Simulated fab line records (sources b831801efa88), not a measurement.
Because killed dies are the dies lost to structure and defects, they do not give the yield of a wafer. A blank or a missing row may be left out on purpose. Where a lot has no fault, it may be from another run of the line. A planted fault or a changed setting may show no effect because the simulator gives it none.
Split-lot study | flow sfq-line | 5 lots, 23 wafers read, on a route of 325 steps

ABOUT THE SPLIT
At SFQ_TRILAYER_R5_LITHO_PEB_139 (peb time 60 s), the setting peb-time-s was moved away from the recipe's 60 s on 9 of the 23 wafers read, by -7.8% to +9.3%. The other wafers ran this setting at the recipe's value.

FROM THE SPLIT TO THE READING: what the file shows between them, 1 step
- SFQ_TRILAYER_R5_LITHO_DEVELOP_138: time 60 s

THE READING
R5.cd-nm (the simulator's own value, which no gauge read), in nm, at SFQ_TRILAYER_R5_BARC_OPEN_METAL_ETCH_177 (etches BARC in O2, target depth 125 nm, time 41.7 s). The file does not state a usual value for it. The 14 wafers here that ran the recipe average 496.9 nm, standard deviation 1.1 nm.

wafer  | tool, chamber at the split | peb-time-s as run, s | against the recipe | R5.cd-nm, nm | against lot-mates on the recipe
L076.1 | litho-track-04, 0          | 60                   | recipe             | 495.2        | -
L076.2 | litho-track-04, 0          | 60                   | recipe             | 495.8        | -
L076.3 | litho-track-04, 0          | 60                   | recipe             | 496.1        | -
L076.5 | litho-track-04, 0          | 60                   | recipe             | 496          | -
L076.6 | litho-track-04, 0          | 60                   | recipe             | 495.7        | -
L077.1 | litho-track-01, 0          | 60                   | recipe             | 495.9        | -
L077.3 | litho-track-01, 0          | 55.33                | -7.8%              | 509.6        | +13.5
L077.4 | litho-track-01, 0          | 55.33                | -7.8%              | 510.7        | +14.6
L077.5 | litho-track-01, 0          | 60                   | recipe             | 496.4        | -
L077.6 | litho-track-01, 0          | 55.33                | -7.8%              | 509.4        | +13.2
L079.1 | litho-track-04, 0          | 62.55                | +4.2%              | 493.9        | -3.9
L079.3 | litho-track-04, 0          | 60                   | recipe             | 497.3        | -
L079.4 | litho-track-04, 0          | 62.55                | +4.2%              | 492.5        | -5.3
L079.5 | litho-track-04, 0          | 60                   | recipe             | 498.3        | -
L079.6 | litho-track-04, 0          | 62.55                | +4.2%              | 492          | -5.8
L081.1 | litho-track-01, 0          | 60                   | recipe             | 498.4        | -
L081.3 | litho-track-01, 0          | 60                   | recipe             | 497.6        | -
L081.4 | litho-track-01, 0          | 60                   | recipe             | 498.6        | -
L083.1 | litho-track-01, 0          | 65.61                | +9.3%              | 485.4        | -12.0
L083.2 | litho-track-01, 0          | 60                   | recipe             | 498          | -
L083.3 | litho-track-01, 0          | 65.61                | +9.3%              | 485.9        | -11.5
L083.4 | litho-track-01, 0          | 65.61                | +9.3%              | 485.6        | -11.8
L083.6 | litho-track-01, 0          | 60                   | recipe             | 496.8        | -

THE FIT
A straight line over all 23 wafers: R5.cd-nm changes by -1.37 nm for each +1% of peb-time-s; r = -0.98; the points scatter about the line by 1.4 nm.
The same after taking each lot's own level away (the mean of its wafers on the recipe; 23 wafers): -1.46 nm for each +1%; r = -0.99; scatter 1.1 nm.
The reading moves by 14 nm for the largest change in peb-time-s, on that fit.
The lots' own levels span 495.76 to 498.20 nm, that is 2.2 times the standard deviation above.
So the lot-to-lot level changes the slope little: the two slopes agree.
Check: for one of the wafers moved furthest among these (+9.3%), held out of the fit, the line's prediction against its lot-mates is -13.2 nm. Against them it came out at -12 nm.

OTHER SPLITS ON THESE WAFERS
Note: prior to the reading, these wafers also went through further splits. Each is held against what the fit with the lots' levels taken away leaves over:
other split on the same wafers              | wafers away from the commonest value | r with R5.cd-nm (lot level and that fit taken away)
SFQ_TRILAYER_JJ_CE_LITHO_PEB_117 peb-temp-c | 8                                    | +0.27
SFQ_TRILAYER_R5_LITHO_COAT_141 spin-rpm     | 9                                    | -0.14

THE FILE'S OWN FIT
R5.cd-nm changes by -1.44 nm for each +1% of peb-time-s, r = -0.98.
